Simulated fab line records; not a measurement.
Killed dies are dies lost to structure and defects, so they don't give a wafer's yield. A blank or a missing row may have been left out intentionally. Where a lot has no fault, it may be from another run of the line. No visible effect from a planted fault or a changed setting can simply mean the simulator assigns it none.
What tool caused it?	flow sky130	42 wafers from 14 lots sampled at 5 of the route's 708 steps

WHAT THE GAUGES SHOWED, per wafer
SKY_VT_ADJUST_HVTR_OVL_MEAS_08. Usual: VT_ADJUST_HVTR_OVL 0.4 nm, standard deviation 1.5.
lot	measured	on	VT_ADJUST_HVTR_OVL (nm)	flag
L611	day 9 10:28	overlay-01	2.4 0.2 0.3	
L612	day 9 11:13	overlay-01	-2.3 -0.6 -1.6	
L613	day 10 01:24	overlay-01	2.0 -0.3 0.7	
L614	day 10 04:42	overlay-02	3.0 0.8 2.6	
L615	day 10 13:15	overlay-02	2.1 -0.2 1.3	
L616	day 11 00:28	overlay-01	1.5 3.6 2.7	
L617	day 11 06:11	overlay-01	-0.5 -1.5 -2.4	
L620	day 12 07:29	overlay-01	0.2 -0.3 -1.1	
L626	day 14 01:40	overlay-02	1.0 0.3 0.6	
L627	day 14 12:04	overlay-02	-1.3 -0.3 0.0	
L628	day 14 17:14	overlay-01	2.3 0.8 0.5	
L632	day 16 01:03	overlay-01	-1.8 -2.5 -2.0	
L634	day 16 16:12	overlay-01	0.6 2.1 -1.3	
L633	day 16 17:38	overlay-02	1.8 2.4 0.2	

SKY_RES_PROTECT_TW_MEAS_08. Usual: POLY_GATE_TW 4064, standard deviation 37.
lot	measured	on	POLY_GATE_TW	flag
L611	day 15 04:10	film-metro-04	4123 4140 4111	
L612	day 15 04:21	film-metro-03	4032 4051 4033	
L613	day 15 17:13	film-metro-01	4046 4061 4059	
L614	day 15 23:08	film-metro-03	4039 4040 4027	
L615	day 16 08:25	film-metro-04	4106 4114 4103	
L616	day 17 00:38	film-metro-03	4027 4045 4028	
L617	day 17 06:55	film-metro-03	4030 4013 4041	
L620	day 18 12:26	film-metro-03	4041 4050 4004	
L626	day 20 15:34	film-metro-01	4085 4062 4039	
L627	day 21 01:38	film-metro-03	4027 4018 4006	
L628	day 21 10:14	film-metro-01	4058 4061 4015	
L632	day 22 20:13	film-metro-04	4097 4084 4086	
L634	day 23 08:42	film-metro-01	4052 4042 4064	
L633	day 23 12:19	film-metro-01	4077 4047 4035	

SKY_POLY_GATE_CD_MEAS_13 targets a cd of 150 nm. Usual: 149.7 nm for cd-nm, sd 1.5.
lot	measured	on	cd-nm (nm)	flag
L611	day 16 10:28	cd-sem-01	152.8 151.7 152.7	
L612	day 16 11:35	cd-sem-02	149.0 147.8 148.8	
L613	day 16 23:28	cd-sem-02	149.1 149.8 149.6	
L614	day 17 04:40	cd-sem-02	149.8 148.6 149.6	
L615	day 17 14:02	cd-sem-01	149.8 150.7 150.1	
L616	day 18 07:52	cd-sem-02	149.2 149.7 149.0	
L617	day 18 14:13	cd-sem-01	150.9 149.6 150.5	
L620	day 19 20:25	cd-sem-02	148.5 147.5 148.1	
L626	day 21 23:35	cd-sem-01	144.1 143.7 143.6	OFF
L627	day 22 09:34	cd-sem-02	143.4 142.5 141.8	OFF
L628	day 22 18:22	cd-sem-02	146.3 146.7 147.2	
L632	day 24 02:38	cd-sem-02	150.8 149.3 149.8	
L634	day 25 08:44	cd-sem-02	146.2 148.4 147.1	
L633	day 25 09:16	cd-sem-01	148.7 149.8 148.9	

SKY_LDD_P_CD_MEAS_07 targets a cd of 380 nm. Usual: 380.5 nm for cd-nm, sd 2.4.
lot	measured	on	cd-nm (nm)	flag
L611	day 19 01:37	cd-sem-01	381.5 381.4 379.5	
L612	day 19 02:17	cd-sem-01	384.2 379.8 382.4	
L613	day 19 13:53	cd-sem-01	378.8 378.4 378.5	
L614	day 19 20:28	cd-sem-01	379.1 379.1 377.8	
L615	day 20 06:25	cd-sem-02	384.1 385.4 385.0	
L616	day 21 00:28	cd-sem-02	383.7 382.1 384.9	
L617	day 21 06:10	cd-sem-01	379.2 382.2 381.6	
L620	day 22 14:02	cd-sem-02	382.4 381.4 384.1	
L626	day 24 12:37	cd-sem-02	378.5 382.0 379.9	
L627	day 25 00:37	cd-sem-02	378.8 377.1 376.0	
L628	day 25 07:31	cd-sem-01	381.3 382.3 380.6	
L632	day 26 16:38	cd-sem-01	380.3 381.0 381.8	
L634	day 27 23:31	cd-sem-02	383.4 381.0 383.8	
L633	day 27 22:55	cd-sem-02	380.4 382.9 378.5	

WHICH TOOL RAN EACH LOT (tool, then ch and the chambers of the sampled wafers, then the start)
lot	SKY_POLY_GATE_DEVELOP_12
L611	litho-track-02 ch 0, day 16 10:00
L612	litho-track-02 ch 0, day 16 11:00
L613	litho-track-01 ch 0, day 16 23:00
L614	litho-track-04 ch 0, day 17 04:00
L615	litho-track-02 ch 0, day 17 13:00
L616	litho-track-01 ch 0, day 18 07:00
L617	litho-track-02 ch 0, day 18 14:00
L620	litho-track-04 ch 0, day 19 20:00
L626	litho-track-02 ch 0, day 21 23:00
L627	litho-track-02 ch 0, day 22 09:00
L628	litho-track-04 ch 0, day 22 18:00
L632	litho-track-01 ch 0, day 24 02:00
L634	litho-track-04 ch 0, day 25 08:00
L633	litho-track-02 ch 0, day 25 09:00
- SKY_POLY_GATE_DEVELOP_12: develop time 60 s.

AS READ BY THE TOOLS THEMSELVES (means over the sampled wafers that have a number; for cases with no such wafer, the mark the record gives instead)
The record holds no such reading with a usual standard deviation.

THE ANSWER, worked out from the rows above alone
Rule: take the mean of a lot's wafers that have a number; if it is more than 3 standard deviations from the usual mean, the lot is off. Also off: a lot with no number at a reading for which 4 or more lots have one. Any other lot the step has rows for is counted as sound. Order of review: gauges by route order, followed by the tools' own readings, for which a lot's mean as printed above is used. The first step at which some lot is off is used, and at that step the reading that is off furthest; a lot without a number counts as furthest.
Off at SKY_POLY_GATE_CD_MEAS_13 (cd-nm): L626, L627.
A tool fits if, at a process step before that reading, it ran every lot that is off, and no sound lot after the first of them. The gauges at SKY_POLY_GATE_CD_MEAS_13 are tried like those tools. Not one of the candidates tried fits.

WHAT THE SIMULATOR HAD INSERTED
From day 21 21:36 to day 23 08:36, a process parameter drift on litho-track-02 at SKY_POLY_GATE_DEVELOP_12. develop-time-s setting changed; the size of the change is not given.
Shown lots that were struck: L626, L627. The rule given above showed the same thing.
